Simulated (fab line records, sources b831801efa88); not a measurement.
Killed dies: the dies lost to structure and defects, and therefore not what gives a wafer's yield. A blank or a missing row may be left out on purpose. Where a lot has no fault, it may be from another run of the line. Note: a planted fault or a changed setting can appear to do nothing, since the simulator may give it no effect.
What tool caused it? + flow gf180mcu + 11 lots, 33 wafers sampled, at 5 steps of a route of 602

WHAT THE GAUGES SHOWED, per wafer
GF_V3_BOW_MEAS_05.
| lot  | measured     | on            | V3_BOW (um) |
|------|--------------|---------------|-------------|
| L819 | day 21 20:22 | film_metro-02 | 117 105 104 |
| L820 | day 22 07:47 | film_metro-04 | 120 121 122 |
| L824 | day 23 09:35 | film_metro-02 | 116 103 112 |
| L825 | day 23 14:33 | film_metro-02 | 98 113 106  |
| L827 | day 24 17:23 | film_metro-04 | 121 121 129 |
| L828 | day 24 19:43 | film_metro-01 | 128 123 127 |
| L829 | day 24 22:32 | film_metro-04 | 98 108 82   |
| L831 | day 25 21:19 | film_metro-02 | 116 126 122 |
| L835 | day 27 04:05 | film_metro-04 | 105 104 110 |
| L837 | day 27 17:57 | film_metro-02 | 99 112 115  |
| L839 | day 28 21:32 | film_metro-02 | 118 100 122 |

EACH LOT AND THE TOOL THAT RAN IT (in order: tool; ch and the chambers of the sampled wafers; start)
| lot  | GF_V2_SPUTTER_21             | GF_M3_SPUTTER_03             | GF_M3_METAL_ETCH_16               | GF_M3_STRIP_17                       |
|------|------------------------------|------------------------------|-----------------------------------|--------------------------------------|
| L819 | pvd_sputter-03, day 20 18:14 | pvd_sputter-01, day 20 19:05 | rie_metal-02 ch 0,1, day 21 18:45 | plasma_asher-03 ch 0,1, day 21 18:52 |
| L820 | pvd_sputter-02, day 21 06:10 | pvd_sputter-04, day 21 07:02 | rie_metal-04 ch 0, day 22 06:29   | plasma_asher-04 ch 0,1, day 22 06:41 |
| L824 | pvd_sputter-03, day 22 08:35 | pvd_sputter-04, day 22 09:26 | rie_metal-02 ch 0,1, day 23 08:20 | plasma_asher-02 ch 1, day 23 08:29   |
| L825 | pvd_sputter-03, day 22 13:59 | pvd_sputter-01, day 22 14:50 | rie_metal-04 ch 0,1, day 23 13:20 | plasma_asher-03 ch 0,1, day 23 13:26 |
| L827 | pvd_sputter-04, day 23 16:45 | pvd_sputter-01, day 23 17:38 | rie_metal-02 ch 0,1, day 24 16:09 | plasma_asher-02 ch 0,1, day 24 16:16 |
| L828 | pvd_sputter-02, day 23 18:59 | pvd_sputter-04, day 23 19:50 | rie_metal-03 ch 0,1, day 24 18:19 | plasma_asher-04 ch 0,1, day 24 18:26 |
| L829 | pvd_sputter-03, day 23 22:20 | pvd_sputter-02, day 23 23:11 | rie_metal-02 ch 0,1, day 24 21:17 | plasma_asher-03 ch 0,1, day 24 21:23 |
| L831 | pvd_sputter-04, day 24 21:31 | pvd_sputter-02, day 24 22:22 | rie_metal-03 ch 0,1, day 25 20:05 | plasma_asher-03 ch 0, day 25 20:11   |
| L835 | pvd_sputter-03, day 26 05:06 | pvd_sputter-04, day 26 05:57 | rie_metal-03 ch 0,1, day 27 02:53 | plasma_asher-04 ch 0,1, day 27 02:59 |
| L837 | pvd_sputter-04, day 26 18:49 | pvd_sputter-02, day 26 19:40 | rie_metal-04 ch 0,1, day 27 16:41 | plasma_asher-04 ch 0,1, day 27 16:47 |
| L839 | pvd_sputter-02, day 27 23:29 | pvd_sputter-01, day 28 00:20 | rie_metal-02 ch 0, day 28 20:15   | plasma_asher-03 ch 0,1, day 28 20:22 |
- GF_V2_SPUTTER_21: material Ti, target thk 15 nm, time 80.02 s.
- GF_M3_SPUTTER_03: material Ti, target thk 10 nm, time 6.7 s.
- GF_M3_METAL_ETCH_16: etches the open film in Cl2/BCl3, stops on SiO2, target depth 627.5 nm, time 104.6 s.
- GF_M3_STRIP_17: strips in O2/N2.

THE ANSWER, worked out from the rows above alone
Rule: the usual values come from the lots themselves. The widest of any qualifying gaps counts: lots, ordered by their means at a reading, are off when they make up no more than a third of the lots, leave a main group of 4 or more, and stand apart from it by 3 or more times the standard deviation of that group's means. If all means in a main group match to the digits the tables above print for the reading, that group is not used. A lot without any number at a reading at which 4 lots or more have one is off too. All remaining lots with rows at the step are treated as sound.
Nothing can be told from this: no lot is off at any reading shown.

WHAT WAS PUT IN BY THE SIMULATOR
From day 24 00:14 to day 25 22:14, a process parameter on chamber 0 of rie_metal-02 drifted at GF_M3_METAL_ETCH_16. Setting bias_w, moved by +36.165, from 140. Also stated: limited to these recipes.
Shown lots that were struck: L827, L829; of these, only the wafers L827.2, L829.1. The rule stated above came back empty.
